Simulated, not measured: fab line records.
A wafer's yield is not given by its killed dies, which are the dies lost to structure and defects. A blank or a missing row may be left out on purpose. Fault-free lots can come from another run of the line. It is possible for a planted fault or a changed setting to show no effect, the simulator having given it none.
What tool caused it? | flow gf180mcu | 42 wafers from 14 lots sampled at 3 of the route's 602 steps

## WHAT THE GAUGES SHOWED, per wafer
GF_HV_LDD_TW_MEAS_38. Usual: HV_LDD_3_TW 1430, standard deviation 13.
lot  | measured     | on            | HV_LDD_3_TW    | flag
L977 | day 11 15:58 | film metro-04 | 1435 1433 1424 |
L979 | day 12 06:04 | film metro-04 | 1438 1439 1427 |
L980 | day 12 16:27 | film metro-03 | 1417 1415 1418 |
L984 | day 13 23:15 | film metro-02 | 1355 1357 1348 | OFF
L985 | day 14 07:52 | film metro-02 | 1451 1446 1443 |
L987 | day 15 02:49 | film metro-03 | 1334 1329 1330 | OFF
L990 | day 15 23:15 | film metro-03 | 1414 1423 1414 |
L991 | day 16 08:04 | film metro-03 | 1422 1416 1416 |
L995 | day 17 12:46 | film metro-04 | 1435 1431 1432 |
L996 | day 17 16:57 | film metro-02 | 1442 1450 1452 |
L997 | day 18 09:10 | film metro-04 | 1426 1422 1424 |
L998 | day 18 11:29 | film metro-04 | 1427 1424 1422 |
L999 | day 18 18:44 | film metro-03 | 1417 1416 1420 |
L100 | day 19 07:22 | film metro-03 | 1422 1423 1424 |

GF_HV_LDD_RS_MEAS_53: a four-point-probe measurement. Usual: HV_LDD_RS 418.3 ohm/sq, standard deviation 1.
lot  | measured     | on            | HV_LDD_RS (ohm/sq) | flag
L977 | day 12 11:17 | film metro-02 | 417.2 417.1 417.8  |
L979 | day 13 01:26 | film metro-04 | 419.0 418.1 417.8  |
L980 | day 13 12:47 | film metro-03 | 417.8 417.8 418.5  |
L984 | day 14 20:13 | film metro-02 | 434.4 434.4 434.7  | OFF
L985 | day 15 05:09 | film metro-04 | 417.9 419.7 419.2  |
L987 | day 16 00:41 | film metro-03 | 435.3 433.8 434.7  | OFF
L990 | day 16 22:08 | film metro-02 | 417.8 418.3 418.2  |
L991 | day 17 07:20 | film metro-03 | 418.9 418.3 418.6  |
L995 | day 18 11:53 | film metro-04 | 417.7 416.9 417.8  |
L996 | day 18 16:42 | film metro-03 | 417.1 418.1 417.5  |
L997 | day 19 09:31 | film metro-04 | 419.1 419.1 420.0  |
L998 | day 19 12:11 | film metro-02 | 418.9 418.9 417.8  |
L999 | day 19 19:17 | film metro-02 | 415.9 416.3 415.5  |
L100 | day 20 08:16 | film metro-02 | 417.2 417.2 416.6  |

## EACH LOT AND THE TOOL THAT RAN IT (in order: tool; ch and the chambers of the sampled wafers; start)
lot  | GF_HV_LDD_IMPLANT_33
L977 | implanter-02 ch 0, day 11 15:13
L979 | implanter-03 ch 0, day 12 05:22
L980 | implanter-01 ch 0, day 12 15:45
L984 | implanter-03 ch 0, day 13 22:34
L985 | implanter-01 ch 0, day 14 07:11
L987 | implanter-03 ch 0, day 15 02:10
L990 | implanter-02 ch 0, day 15 22:33
L991 | implanter-02 ch 0, day 16 07:24
L995 | implanter-03 ch 0, day 17 12:05
L996 | implanter-02 ch 0, day 17 16:16
L997 | implanter-01 ch 0, day 18 08:30
L998 | implanter-01 ch 0, day 18 10:42
L999 | implanter-03 ch 0, day 18 18:02
L100 | implanter-02 ch 0, day 19 06:41
- GF_HV_LDD_IMPLANT_33

## AS READ BY THE TOOLS THEMSELVES (means over the sampled wafers that have a number; for cases with no such wafer, the mark the record gives instead)
GF_HV_LDD_IMPLANT_33. Usual: dose ions cm2 7.501e+12, standard deviation 7.7e+09; faraday current uA 42.3, standard deviation 0.89.
lot  | tool         | dose ions cm2 | faraday current uA | flag
L977 | implanter-02 | 7.507e+12     | 42.3               |
L979 | implanter-03 | 7.499e+12     | 41.8               |
L980 | implanter-01 | 7.507e+12     | 42.7               |
L984 | implanter-03 | 1.901e+12     | 10.7               | OFF
L985 | implanter-01 | 7.508e+12     | 41.8               |
L987 | implanter-03 | 1.899e+12     | 10.7               | OFF
L990 | implanter-02 | 7.503e+12     | 42.7               |
L991 | implanter-02 | 7.511e+12     | 42.6               |
L995 | implanter-03 | 7.496e+12     | 42.6               |
L996 | implanter-02 | 7.501e+12     | 42.3               |
L997 | implanter-01 | 7.500e+12     | 41.1               |
L998 | implanter-01 | 7.497e+12     | 42.2               |
L999 | implanter-03 | 7.503e+12     | 42.1               |
L100 | implanter-02 | 7.495e+12     | 41.9               |

## THE ANSWER, worked out from the rows above alone
Rule: a lot is off if the mean of its wafers that have a number lies more than 3 standard deviations from the usual mean. A lot without any number at a reading at which 4 lots or more have one is off too. All remaining lots with rows at the step are treated as sound. The gauges are gone through in route order, then the tools' own readings, and for those a lot's mean is taken as printed above. The first step at which some lot is off is used, and at that step the reading that is off furthest; a lot without a number counts as furthest.
Off: L984, L987, seen at GF_HV_LDD_TW_MEAS_38 (HV_LDD_3_TW).
If a tool, at a process step before that reading, ran all the lots that are off and no sound lot after the first of them, it fits. The gauges at GF_HV_LDD_TW_MEAS_38 aren't tried: what is off there is off at GF_HV_LDD_IMPLANT_33 too, on other tools, and a gauge's error can't cause that. No candidate that was tried fits.

## WHAT WAS PUT IN BY THE SIMULATOR
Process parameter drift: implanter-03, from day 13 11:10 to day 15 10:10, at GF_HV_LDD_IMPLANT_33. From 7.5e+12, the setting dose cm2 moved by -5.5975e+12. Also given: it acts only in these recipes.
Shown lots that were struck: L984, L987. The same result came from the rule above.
